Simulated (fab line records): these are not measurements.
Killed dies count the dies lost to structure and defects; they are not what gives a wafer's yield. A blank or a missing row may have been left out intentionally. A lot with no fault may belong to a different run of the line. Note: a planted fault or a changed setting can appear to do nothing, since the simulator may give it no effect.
The tool behind it: which one? ; flow sky130 ; Sampling: 12 lots, 35 wafers, 6 of 708 route steps

## WHAT THE GAUGES SHOWED, per wafer
SKY_FIELD_ISO_THK_MEAS_04. Usual: FIELD_ISO_CVD_03_THK gives 165.3 nm (standard deviation 1.6).
lot;measured;on;FIELD_ISO_CVD_03_THK (nm);flag
L795;day 1 14:32;film-metro-03;165.7 165.7 165.7;
L796;day 1 23:11;film-metro-02;165.7 165.6 164.8;
L797;day 2 03:23;film-metro-02;164.8 164.8 165.5;
L798;day 2 06:18;film-metro-02;164.0 162.7 162.6;
L799;day 2 11:50;film-metro-03;163.5 164.3 164.3;
L800;day 2 16:33;film-metro-03;166.4 166.7 165.8;
L801;day 2 19:29;film-metro-01;166.6 165.8 166.7;
L802;day 3 01:30;film-metro-03;165.2 166.5 165.8;
L803;day 3 09:49;film-metro-03;162.6 164.1 163.4;
L804;day 3 12:01;film-metro-02;169.1 167.8;
L806;day 4 01:07;film-metro-02;166.7 164.8 166.5;
L807;day 4 04:07;film-metro-02;168.1 168.2 168.0;

SKY_FIELD_ISO_THK_MEAS_25. Usual: FIELD_ISO_CVD_24_THK gives 598 nm (standard deviation 4.8).
lot;measured;on;FIELD_ISO_CVD_24_THK (nm);flag
L795;day 2 08:41;film-metro-02;595 600 607;
L796;day 2 15:49;film-metro-03;593 598 594;
L797;day 2 21:52;film-metro-01;598 592 589;
L798;day 3 00:33;film-metro-02;598 601 597;
L799;day 3 07:24;film-metro-01;599 599 603;
L800;day 3 11:32;film-metro-02;593 602 599;
L801;day 3 14:16;film-metro-01;592 594 598;
L802;day 3 21:13;film-metro-02;602 594 599;
L803;day 4 03:41;film-metro-03;595 599 596;
L804;day 4 06:37;film-metro-01;797 796 798 795;OFF
L806;day 4 21:02;film-metro-02;592 596 595;
L807;day 5 00:05;film-metro-02;599 595 790 598 595 790;OFF

SKY_NWELL_TW_MEAS_26. Usual: NWELL_2_TW gives 499 (standard deviation 3.1).
lot;measured;on;NWELL_2_TW;flag
L795;day 5 08:32;film-metro-01;505 507 504;
L796;day 5 17:41;film-metro-01;503 502 503;
L797;day 6 02:20;film-metro-04;501 500 500;
L798;day 6 08:14;film-metro-04;500 499 498;
L799;day 6 11:50;film-metro-03;498 493 496;
L800;day 6 19:34;film-metro-01;503 505 504;
L801;day 6 22:20;film-metro-01;504 502 500;
L802;day 7 05:02;film-metro-04;493 498 498;
L803;day 7 11:12;film-metro-04;500 497 497;
L804;day 7 17:35;film-metro-04;497 496;
L806;day 8 08:23;film-metro-03;498 497 500;
L807;day 8 13:25;film-metro-03;501 502 498;

SKY_VT_ADJUST_HVTR_CD_MEAS_07: the cd target is 380 nm. Usual: cd-nm 379.7 nm, standard deviation 2.7.
lot;measured;on;cd-nm (nm);flag
L795;day 9 16:08;cd-sem-02;374.8 377.1 375.1;
L796;day 10 03:10;cd-sem-01;381.1 382.0 382.0;
L797;day 10 12:59;cd-sem-02;380.2 378.7 377.6;
L798;day 10 19:16;cd-sem-01;377.0 375.0 377.8;
L799;day 10 22:13;cd-sem-01;376.0 377.8 376.9;
L800;day 11 09:41;cd-sem-02;384.8 384.2 386.4;
L801;day 11 12:43;cd-sem-02;382.5 381.2 382.8;
L802;day 11 19:19;cd-sem-01;382.8 382.6 383.8;
L803;day 12 03:48;cd-sem-02;380.4 383.7 381.4;
L804;day 12 11:14;cd-sem-02;383.1 384.1;
L806;day 13 04:02;cd-sem-01;378.9 382.3 381.3;
L807;day 13 10:35;cd-sem-01;379.2 376.1 378.5;

## WHAT TOOL EACH LOT RAN ON (gives the tool, then ch and the chambers of the sampled wafers, and finally the start)
lot;SKY_FIELD_ISO_CVD_24;SKY_FIELD_ISO_CMP_27
L795;hdpcvd-01 ch 0,1,2, day 2 08:37;cmp-02 ch 0,2,3, day 2 11:14
L796;hdpcvd-01 ch 1,2, day 2 15:45;cmp-02 ch 0,2,3, day 2 17:23
L797;hdpcvd-02 ch 0,1,2, day 2 21:47;cmp-01 ch 0,1,2, day 3 00:27
L798;hdpcvd-01 ch 1,2, day 3 00:29;cmp-01 ch 1,3, day 3 03:10
L799;hdpcvd-02 ch 1,2, day 3 07:19;cmp-02 ch 2,3, day 3 10:13
L800;hdpcvd-02 ch 1,2, day 3 11:27;cmp-02 ch 0,2,3, day 3 14:14
L801;hdpcvd-02 ch 0,1,2, day 3 14:12;cmp-02 ch 0,2,3, day 3 17:12
L802;hdpcvd-02 ch 0,1,2, day 3 21:07;cmp-02 ch 1,2,3, day 3 22:49
L803;hdpcvd-02 ch 0,1, day 4 03:35;cmp-02 ch 1,2,3, day 4 05:19
L804;hdpcvd-02 ch 0, day 4 06:32;cmp-01 ch 0,3, day 4 12:29
L806;hdpcvd-01 ch 0,1,2, day 4 20:58;cmp-01 ch 0,1,3, day 4 22:41
L807;hdpcvd-02 ch 1,2, day 4 23:59;cmp-02 ch 1,2, day 5 03:47
- SKY_FIELD_ISO_CVD_24: deposits SiO2, target thk 595 nm, time 99.2 s.
- SKY_FIELD_ISO_CMP_27: polishes, stops on Si3N4, t overpolish 16 s, target thk 457.8 nm.

## WHAT THE TOOLS THEMSELVES READ (means of the sampled wafers that have a number; where no wafer has one, the mark that the record gives instead)
SKY_FIELD_ISO_CMP_27. Usual: motor-current-A 12.8 A, standard deviation 1.2; time-to-endpoint-s 113 s, standard deviation 5.6.
lot;tool;motor-current-A (A);time-to-endpoint-s (s);flag
L795;cmp-02;12.8;112;
L796;cmp-02;12.9;110;
L797;cmp-01;13.1;116;
L798;cmp-01;13.0;110;
L799;cmp-02;11.6;108;
L800;cmp-02;12.8;111;
L801;cmp-02;13.0;105;
L802;cmp-02;12.2;112;
L803;cmp-02;11.9;108;
L804;cmp-01;12.3;152;OFF
L806;cmp-01;12.9;114;
L807;cmp-02;12.6;121;

## THE ANSWER, worked out from the rows above alone
Rule: lot off if the mean of its wafers having a number is beyond 3 standard deviations from the usual mean. Also off: a lot with no number at a reading for which 4 or more lots have one. Where the step has rows for the other lots, those lots are counted as sound. Order of review: gauges by route order, followed by the tools' own readings, for which a lot's mean as printed above is used. At the first step where some lot is off, the reading lying furthest off is the one used; lots without a number count as furthest.
Off: L804, L807, seen at SKY_FIELD_ISO_THK_MEAS_25 (FIELD_ISO_CVD_24_THK).
A tool fits if, at a process step before that reading, it ran every lot that is off, and no sound lot after the first of them. Gauges at SKY_FIELD_ISO_THK_MEAS_25: tried the same way as those tools. One candidate fits, namely hdpcvd-02 at SKY_FIELD_ISO_CVD_24. A fault onset in the window from L803 (day 4 03:35, its last sound lot) to L804 (day 4 06:32, its first lot off) fits.

## WHAT WAS PUT IN BY THE SIMULATOR
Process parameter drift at SKY_FIELD_ISO_CVD_24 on hdpcvd-02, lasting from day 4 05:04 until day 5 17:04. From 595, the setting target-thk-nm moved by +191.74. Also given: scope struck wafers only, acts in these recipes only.
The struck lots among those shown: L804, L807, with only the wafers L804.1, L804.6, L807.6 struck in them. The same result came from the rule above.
